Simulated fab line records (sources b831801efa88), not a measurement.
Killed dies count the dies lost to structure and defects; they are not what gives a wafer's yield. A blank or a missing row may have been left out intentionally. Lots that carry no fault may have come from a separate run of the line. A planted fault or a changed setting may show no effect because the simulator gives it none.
Which of the tools did it? :: flow gf180mcu :: 13 lots with 39 wafers sampled at 5 steps, on a route of 602 steps

== WHAT THE GAUGES READ, wafer by wafer ==
GF_POLY_GATE_THK_MEAS_01. Usual: POLY_GATE_CVD_00_THK typically reads 200.9 nm, with standard deviation 1.7.
lot: L565
measured: day 8 23:29
on: film-metro-04
POLY_GATE_CVD_00_THK (nm): 199.8 195.5 198.3
flag: 

lot: L566
measured: day 9 07:50
on: film-metro-01
POLY_GATE_CVD_00_THK (nm): 199.7 199.5 199.8
flag: 

lot: L567
measured: day 9 17:24
on: film-metro-01
POLY_GATE_CVD_00_THK (nm): 201.7 200.7 202.1
flag: 

lot: L569
measured: day 10 04:22
on: film-metro-03
POLY_GATE_CVD_00_THK (nm): 204.1 203.5 203.1
flag: 

lot: L571
measured: day 10 20:02
on: film-metro-03
POLY_GATE_CVD_00_THK (nm): 200.6 201.4 201.4
flag: 

lot: L572
measured: day 11 02:44
on: film-metro-01
POLY_GATE_CVD_00_THK (nm): 198.2 200.3 199.3
flag: 

lot: L573
measured: day 11 12:48
on: film-metro-01
POLY_GATE_CVD_00_THK (nm): 200.7 201.9 200.0
flag: 

lot: L575
measured: day 12 02:15
on: film-metro-03
POLY_GATE_CVD_00_THK (nm): 202.8 203.9 204.1
flag: 

lot: L577
measured: day 12 13:03
on: film-metro-04
POLY_GATE_CVD_00_THK (nm): 202.1 201.9 200.6
flag: 

lot: L579
measured: day 12 23:19
on: film-metro-04
POLY_GATE_CVD_00_THK (nm): 200.5 201.4 200.0
flag: 

lot: L581
measured: day 13 17:19
on: film-metro-04
POLY_GATE_CVD_00_THK (nm): 198.8 198.2 199.8
flag: 

lot: L582
measured: day 13 23:22
on: film-metro-03
POLY_GATE_CVD_00_THK (nm): 202.3 200.6 201.2
flag: 

lot: L584
measured: day 14 20:31
on: film-metro-01
POLY_GATE_CVD_00_THK (nm): 200.8 200.5 201.7
flag: 

GF_POLY_GATE_OVL_MEAS_11. Usual: POLY_GATE_OVL typically reads 3 nm, with standard deviation 5.5.
lot: L565
measured: day 9 17:06
on: overlay-01
POLY_GATE_OVL (nm): 6 6 14
flag: 

lot: L566
measured: day 10 01:40
on: overlay-02
POLY_GATE_OVL (nm): 17 3 10
flag: 

lot: L567
measured: day 10 11:06
on: overlay-02
POLY_GATE_OVL (nm): 2 -3 -3
flag: 

lot: L569
measured: day 10 22:13
on: overlay-01
POLY_GATE_OVL (nm): 2 5 -6
flag: 

lot: L571
measured: day 11 15:01
on: overlay-02
POLY_GATE_OVL (nm): 9 1 13
flag: 

lot: L572
measured: day 11 21:10
on: overlay-02
POLY_GATE_OVL (nm): -3 11 0
flag: 

lot: L573
measured: day 12 07:40
on: overlay-01
POLY_GATE_OVL (nm): -4 4 -1
flag: 

lot: L575
measured: day 12 21:34
on: overlay-02
POLY_GATE_OVL (nm): 5 6 8
flag: 

lot: L577
measured: day 13 08:30
on: overlay-01
POLY_GATE_OVL (nm): 1 1 2
flag: 

lot: L579
measured: day 13 18:51
on: overlay-02
POLY_GATE_OVL (nm): 12 6 9
flag: 

lot: L581
measured: day 14 13:54
on: overlay-02
POLY_GATE_OVL (nm): -3 3 -1
flag: 

lot: L582
measured: day 14 20:33
on: overlay-01
POLY_GATE_OVL (nm): -3 -4 0
flag: 

lot: L584
measured: day 15 18:17
on: overlay-01
POLY_GATE_OVL (nm): -1 7 12
flag: 

== WHAT TOOL EACH LOT RAN ON (gives the tool, then ch and the chambers of the sampled wafers, and finally the start) ==
lot: L565
GF_VT_IMPLANT_STRIP_42: plasma-asher-01 ch 0,1, day 8 00:23
GF_DUAL_GATE_COAT_06: litho-track-03 ch 0, day 8 11:01
GF_DUAL_GATE_STRIP_13: plasma-asher-03 ch 0, day 8 19:46

lot: L566
GF_VT_IMPLANT_STRIP_42: plasma-asher-02 ch 0,1, day 8 09:35
GF_DUAL_GATE_COAT_06: litho-track-01 ch 0, day 8 20:18
GF_DUAL_GATE_STRIP_13: plasma-asher-02 ch 0,1, day 9 04:30

lot: L567
GF_VT_IMPLANT_STRIP_42: plasma-asher-04 ch 0,1, day 8 17:48
GF_DUAL_GATE_COAT_06: litho-track-01 ch 0, day 9 04:57
GF_DUAL_GATE_STRIP_13: plasma-asher-03 ch 0,1, day 9 14:12

lot: L569
GF_VT_IMPLANT_STRIP_42: plasma-asher-04 ch 0,1, day 9 05:27
GF_DUAL_GATE_COAT_06: litho-track-04 ch 0, day 9 16:17
GF_DUAL_GATE_STRIP_13: plasma-asher-04 ch 0,1, day 10 01:20

lot: L571
GF_VT_IMPLANT_STRIP_42: plasma-asher-01 ch 0,1, day 9 20:20
GF_DUAL_GATE_COAT_06: litho-track-01 ch 0, day 10 07:33
GF_DUAL_GATE_STRIP_13: plasma-asher-04 ch 0,1, day 10 17:01

lot: L572
GF_VT_IMPLANT_STRIP_42: plasma-asher-04 ch 0,1, day 10 02:05
GF_DUAL_GATE_COAT_06: litho-track-04 ch 0, day 10 13:55
GF_DUAL_GATE_STRIP_13: plasma-asher-03 ch 0,1, day 10 23:14

lot: L573
GF_VT_IMPLANT_STRIP_42: plasma-asher-01 ch 0,1, day 10 12:40
GF_DUAL_GATE_COAT_06: litho-track-01 ch 0, day 10 23:46
GF_DUAL_GATE_STRIP_13: plasma-asher-03 ch 0,1, day 11 09:02

lot: L575
GF_VT_IMPLANT_STRIP_42: plasma-asher-01 ch 0,1, day 11 00:29
GF_DUAL_GATE_COAT_06: litho-track-04 ch 0, day 11 12:16
GF_DUAL_GATE_STRIP_13: plasma-asher-03 ch 0,1, day 11 21:55

lot: L577
GF_VT_IMPLANT_STRIP_42: plasma-asher-01 ch 0,1, day 11 12:35
GF_DUAL_GATE_COAT_06: litho-track-04 ch 0, day 12 00:26
GF_DUAL_GATE_STRIP_13: plasma-asher-02 ch 0, day 12 10:00

lot: L579
GF_VT_IMPLANT_STRIP_42: plasma-asher-02 ch 0,1, day 11 22:24
GF_DUAL_GATE_COAT_06: litho-track-04 ch 0, day 12 10:10
GF_DUAL_GATE_STRIP_13: plasma-asher-03 ch 0,1, day 12 20:17

lot: L581
GF_VT_IMPLANT_STRIP_42: plasma-asher-01 ch 0,1, day 12 14:53
GF_DUAL_GATE_COAT_06: litho-track-03 ch 0, day 13 04:06
GF_DUAL_GATE_STRIP_13: plasma-asher-04 ch 0,1, day 13 14:16

lot: L582
GF_VT_IMPLANT_STRIP_42: plasma-asher-01 ch 0,1, day 12 21:03
GF_DUAL_GATE_COAT_06: litho-track-04 ch 0, day 13 10:07
GF_DUAL_GATE_STRIP_13: plasma-asher-03 ch 0,1, day 13 20:20

lot: L584
GF_VT_IMPLANT_STRIP_42: plasma-asher-02 ch 0,1, day 13 17:56
GF_DUAL_GATE_COAT_06: litho-track-03 ch 0, day 14 06:14
GF_DUAL_GATE_STRIP_13: plasma-asher-02 ch 0,1, day 14 17:16
- GF_VT_IMPLANT_STRIP_42: strips in O2/N2.
- GF_DUAL_GATE_COAT_06: resist thk 1000 nm.
- GF_DUAL_GATE_STRIP_13: strips in O2/N2.

== AS READ BY THE TOOLS THEMSELVES (means over the sampled wafers that have a number; for cases with no such wafer, the mark the record gives instead) ==
GF_VT_IMPLANT_STRIP_42. Usual: drypump-motor-current-A 5.7 A, standard deviation 0.39; heater-power-w 334 W, standard deviation 16; oes-product-au 0.716 a.u., standard deviation 0.005; strip-time-to-endpoint-s 12.64 s, standard deviation 0.036.
lot: L565
tool: plasma-asher-01
drypump-motor-current-A (A): 5.8
heater-power-w (W): 337
oes-product-au (a.u.): 0.715
strip-time-to-endpoint-s (s): 12.61
flag: 

lot: L566
tool: plasma-asher-02
drypump-motor-current-A (A): 5.2
heater-power-w (W): 333
oes-product-au (a.u.): 0.712
strip-time-to-endpoint-s (s): 12.59
flag: 

lot: L567
tool: plasma-asher-04
drypump-motor-current-A (A): 5.7
heater-power-w (W): 330
oes-product-au (a.u.): 0.715
strip-time-to-endpoint-s (s): 12.61
flag: 

lot: L569
tool: plasma-asher-04
drypump-motor-current-A (A): 5.7
heater-power-w (W): 336
oes-product-au (a.u.): 0.718
strip-time-to-endpoint-s (s): 12.61
flag: 

lot: L571
tool: plasma-asher-01
drypump-motor-current-A (A): 5.8
heater-power-w (W): 331
oes-product-au (a.u.): 0.717
strip-time-to-endpoint-s (s): 12.63
flag: 

lot: L572
tool: plasma-asher-04
drypump-motor-current-A (A): 5.6
heater-power-w (W): 333
oes-product-au (a.u.): 0.713
strip-time-to-endpoint-s (s): 12.67
flag: 

lot: L573
tool: plasma-asher-01
drypump-motor-current-A (A): 5.8
heater-power-w (W): 335
oes-product-au (a.u.): 0.714
strip-time-to-endpoint-s (s): 12.62
flag: 

lot: L575
tool: plasma-asher-01
drypump-motor-current-A (A): 5.8
heater-power-w (W): 330
oes-product-au (a.u.): 0.717
strip-time-to-endpoint-s (s): 12.68
flag: 

lot: L577
tool: plasma-asher-01
drypump-motor-current-A (A): 5.8
heater-power-w (W): 336
oes-product-au (a.u.): 0.723
strip-time-to-endpoint-s (s): 12.64
flag: 

lot: L579
tool: plasma-asher-02
drypump-motor-current-A (A): 5.2
heater-power-w (W): 342
oes-product-au (a.u.): 0.711
strip-time-to-endpoint-s (s): 12.67
flag: 

lot: L581
tool: plasma-asher-01
drypump-motor-current-A (A): 5.9
heater-power-w (W): 329
oes-product-au (a.u.): 0.711
strip-time-to-endpoint-s (s): 12.66
flag: 

lot: L582
tool: plasma-asher-01
drypump-motor-current-A (A): 5.8
heater-power-w (W): 333
oes-product-au (a.u.): 0.718
strip-time-to-endpoint-s (s): 12.61
flag: 

lot: L584
tool: plasma-asher-02
drypump-motor-current-A (A): 5.1
heater-power-w (W): 348
oes-product-au (a.u.): 0.712
strip-time-to-endpoint-s (s): 12.55
flag: 

GF_DUAL_GATE_COAT_06. Usual: spin-speed-rpm reads 3000.0 rpm (standard deviation 1.7).
lot: L565
tool: litho-track-03
spin-speed-rpm (rpm): 3000.4
flag: 

lot: L566
tool: litho-track-01
spin-speed-rpm (rpm): 3000.4
flag: 

lot: L567
tool: litho-track-01
spin-speed-rpm (rpm): 3001.3
flag: 

lot: L569
tool: litho-track-04
spin-speed-rpm (rpm): 2997.7
flag: 

lot: L571
tool: litho-track-01
spin-speed-rpm (rpm): 2998.9
flag: 

lot: L572
tool: litho-track-04
spin-speed-rpm (rpm): 2999.3
flag: 

lot: L573
tool: litho-track-01
spin-speed-rpm (rpm): 2999.4
flag: 

lot: L575
tool: litho-track-04
spin-speed-rpm (rpm): 2998.9
flag: 

lot: L577
tool: litho-track-04
spin-speed-rpm (rpm): 2999.5
flag: 

lot: L579
tool: litho-track-04
spin-speed-rpm (rpm): 2999.4
flag: 

lot: L581
tool: litho-track-03
spin-speed-rpm (rpm): 3002.0
flag: 

lot: L582
tool: litho-track-04
spin-speed-rpm (rpm): 2999.7
flag: 

lot: L584
tool: litho-track-03
spin-speed-rpm (rpm): 3000.3
flag: 

GF_DUAL_GATE_STRIP_13. Usual: drypump-motor-current-A 5.7 A, standard deviation 0.42; heater-power-w 316 W, standard deviation 33; oes-product-au 0.716 a.u., standard deviation 0.0045; strip-time-to-endpoint-s 12.64 s, standard deviation 0.035.
lot: L565
tool: plasma-asher-03
drypump-motor-current-A (A): 6.1
heater-power-w (W): 267
oes-product-au (a.u.): 0.711
strip-time-to-endpoint-s (s): 12.68
flag: 

lot: L566
tool: plasma-asher-02
drypump-motor-current-A (A): 5.1
heater-power-w (W): 352
oes-product-au (a.u.): 0.714
strip-time-to-endpoint-s (s): 12.64
flag: 

lot: L567
tool: plasma-asher-03
drypump-motor-current-A (A): 6.0
heater-power-w (W): 287
oes-product-au (a.u.): 0.716
strip-time-to-endpoint-s (s): 12.63
flag: 

lot: L569
tool: plasma-asher-04
drypump-motor-current-A (A): 6.0
heater-power-w (W): 323
oes-product-au (a.u.): 0.717
strip-time-to-endpoint-s (s): 12.64
flag: 

lot: L571
tool: plasma-asher-04
drypump-motor-current-A (A): 6.0
heater-power-w (W): 329
oes-product-au (a.u.): 0.717
strip-time-to-endpoint-s (s): 12.65
flag: 

lot: L572
tool: plasma-asher-03
drypump-motor-current-A (A): 5.9
heater-power-w (W): 306
oes-product-au (a.u.): 0.718
strip-time-to-endpoint-s (s): 12.61
flag: 

lot: L573
tool: plasma-asher-03
drypump-motor-current-A (A): 5.9
heater-power-w (W): 310
oes-product-au (a.u.): 0.712
strip-time-to-endpoint-s (s): 12.66
flag: 

lot: L575
tool: plasma-asher-03
drypump-motor-current-A (A): 5.9
heater-power-w (W): 313
oes-product-au (a.u.): 0.712
strip-time-to-endpoint-s (s): 12.68
flag: 

lot: L577
tool: plasma-asher-02
drypump-motor-current-A (A): 5.3
heater-power-w (W): 323
oes-product-au (a.u.): 0.716
strip-time-to-endpoint-s (s): 12.77
flag: OFF

lot: L579
tool: plasma-asher-03
drypump-motor-current-A (A): 5.8
heater-power-w (W): 308
oes-product-au (a.u.): 0.714
strip-time-to-endpoint-s (s): 12.77
flag: OFF

lot: L581
tool: plasma-asher-04
drypump-motor-current-A (A): 6.0
heater-power-w (W): 330
oes-product-au (a.u.): 0.716
strip-time-to-endpoint-s (s): 12.60
flag: 

lot: L582
tool: plasma-asher-03
drypump-motor-current-A (A): 6.0
heater-power-w (W): 290
oes-product-au (a.u.): 0.718
strip-time-to-endpoint-s (s): 12.96
flag: OFF

lot: L584
tool: plasma-asher-02
drypump-motor-current-A (A): 5.2
heater-power-w (W): 338
oes-product-au (a.u.): 0.716
strip-time-to-endpoint-s (s): 12.56
flag: 

== THE ANSWER, worked out from the rows above alone ==
Rule: take the mean of a lot's wafers that have a number; if it is more than 3 standard deviations from the usual mean, the lot is off. Also off: a lot with no number at a reading for which 4 or more lots have one. Where the step has rows for the other lots, those lots are counted as sound. First the gauges in route order, then the tools' own readings, where a lot's mean is used as printed above. At the first step where some lot is off, the reading lying furthest off is the one used; lots without a number count as furthest.
Off, at GF_DUAL_GATE_STRIP_13 on strip-time-to-endpoint-s: L577, L579, L582.
If a tool, at that step or one of the process steps before it, ran each lot that is off and ran no sound lot following the first of them, it fits. One fits: GF_DUAL_GATE_COAT_06 on litho-track-04. Its last sound lot is L575 (day 11 12:16), its first lot that is off L577 (day 12 00:26): a fault that began between those two fits.

== WHAT THE SIMULATOR HAD INSERTED ==
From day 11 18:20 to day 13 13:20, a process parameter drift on litho-track-04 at GF_DUAL_GATE_COAT_06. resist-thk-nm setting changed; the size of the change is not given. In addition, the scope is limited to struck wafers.
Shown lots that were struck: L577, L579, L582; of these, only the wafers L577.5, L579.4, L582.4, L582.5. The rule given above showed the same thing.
